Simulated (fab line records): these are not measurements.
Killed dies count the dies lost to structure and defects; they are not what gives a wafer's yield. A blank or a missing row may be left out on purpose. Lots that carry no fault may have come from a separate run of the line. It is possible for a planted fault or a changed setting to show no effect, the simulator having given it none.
A struck lot beside a sound one ; flow sky130 ; 16 out of 708 route steps
Sound: these wafers, L141.1, L141.2, L141.4. Struck: wafer L133.3 (left out: L133.1, L133.2 of the same lot, which were not struck); the cause appears at the end.
Each step with rows lists, per side, the tool, then ch with its chambers, then its first start. Under that, the readings that differ: sound wafers ; struck wafers ; difference of the means ; sigmas: that difference in standard deviations of wafers without a fault.
alike: words and numbers the same on both sides, and readings whose means are apart by under 2 such deviations; not compared: readings that were withheld, readings missing a value for some wafer, numbers with overlapping values and no deviation given by the record, and bounds like >300 which may hide the same value.
Wherever a step has rows on one side only, a row that says differs or no value, or a row with sigmas, the two part there. When numbers do not overlap yet have no deviation, they are printed without sigmas and do not part them. A reading missing from all wafers of one side parts the sides only when that side holds two or more wafers.

first, 3 steps without rows for these wafers: SKY_METAL2_EXPOSE_12 (exposes mask MM2, target cd 140 nm); SKY_METAL2_PEB_13; SKY_METAL2_DEVELOP_14 (develop time 60 s).
SKY_METAL2_CD_MEAS_15: target cd 140 nm.
  sound on cd_sem-01 at day 40 07:49; struck on cd_sem-02 at day 37 15:43
  alike: cd_nm
SKY_METAL2_OVL_MEAS_16:
  sound on overlay-01 at day 40 07:56; struck on overlay-01 at day 37 15:50
  alike: METAL2_OVL
SKY_METAL2_DESCUM_17: chemistry O2, time 8 s.
  sound on rie_metal-01 ch 0,1, day 40 07:58; struck on rie_metal-03 ch 0, day 37 15:52
  alike: drypump_motor_current_A, oes_product_au
  not compared: rf_hours_counter_h
SKY_METAL2_ETCH_18: etches BARC in N2/H2, stops on SiO2, time 45.9 s, target depth 60 nm.
  sound on rie_metal-01 ch 0,1, day 40 08:00; struck on rie_metal-03 ch 0, day 37 15:54
  alike: drypump_motor_current_A, oes_product_au, throttle_valve_pct
  not compared: rf_hours_counter_h
SKY_METAL2_METAL_ETCH_19: etches the open film in Cl2/BCl3, stops on SiO2, target depth 360 nm, time 78 s.
  sound on rie_metal-01 ch 0,1, day 40 08:04; struck on rie_metal-03 ch 0, day 37 15:58
  alike: drypump_motor_current_A, oes_product_au, throttle_valve_pct
  not compared: rf_hours_counter_h
SKY_METAL2_STRIP_20: strips in O2/N2.
  sound on plasma_asher-02 ch 0,1, day 40 08:09; struck on plasma_asher-03 ch 0, day 37 16:03
  alike: drypump_motor_current_A, oes_product_au, strip_time_to_endpoint_s
  not compared: rf_hours_counter_h
then, 3 steps without rows for these wafers: SKY_METAL2_STRIP_21 (strips in post etch residue remover, time 1200 s); SKY_METAL2_CLEAN_22 (cleans in IPA, time 180 s); SKY_METAL2_CLEAN_23 (cleans in O3/DIW).
SKY_VIA2_HDPCVD_00: deposits SiO2, target thk 1180 nm, time 196.7 s.
  sound on hdpcvd-01 ch 0,1, day 40 08:46; struck on hdpcvd-02 ch 2, day 37 16:38
reading;sound;struck;difference;sigmas
run_length_s (s);225.3 224.5 224.8;236.4;+11.5;+25
model.SiO2_of_VIA2_HDPCVD_00.thk_nm (nm);1186 1192 1190;1241;+52;
SKY_VIA2_THK_MEAS_01:
  sound on film_metro-03 at day 40 08:53; struck on film_metro-02 at day 37 16:46
reading;sound;struck;difference;sigmas
VIA2_HDPCVD_THK (nm);1187 1192 1191;1242;+52;+6
SKY_VIA2_CMP_02: polishes SiO2.
  sound on cmp-02 ch 0,1,3, day 40 08:57; struck on cmp-02 ch 1, day 37 16:50
  alike: edge_zone_pressure_frac, motor_current_A, platen_rpm
-- the record jumps here: 10 days lie between the struck wafers' starts before and after (it left off in module VIA2 and takes up again in module PAD_OPEN, whose first step shown is number 708 of the route) --
SKY_PAD_OPEN_PROBE_99:
  only the struck wafers here have rows in the record (prober-02, day 47 19:14); the sound ones have none

## WHERE THEY PART
At SKY_VIA2_HDPCVD_00 first; at SKY_PAD_OPEN_PROBE_99 last (within this record only).

WHY: whatever the simulator had introduced
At SKY_VIA2_HDPCVD_00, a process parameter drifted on hdpcvd-02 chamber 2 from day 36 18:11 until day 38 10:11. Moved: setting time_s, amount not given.
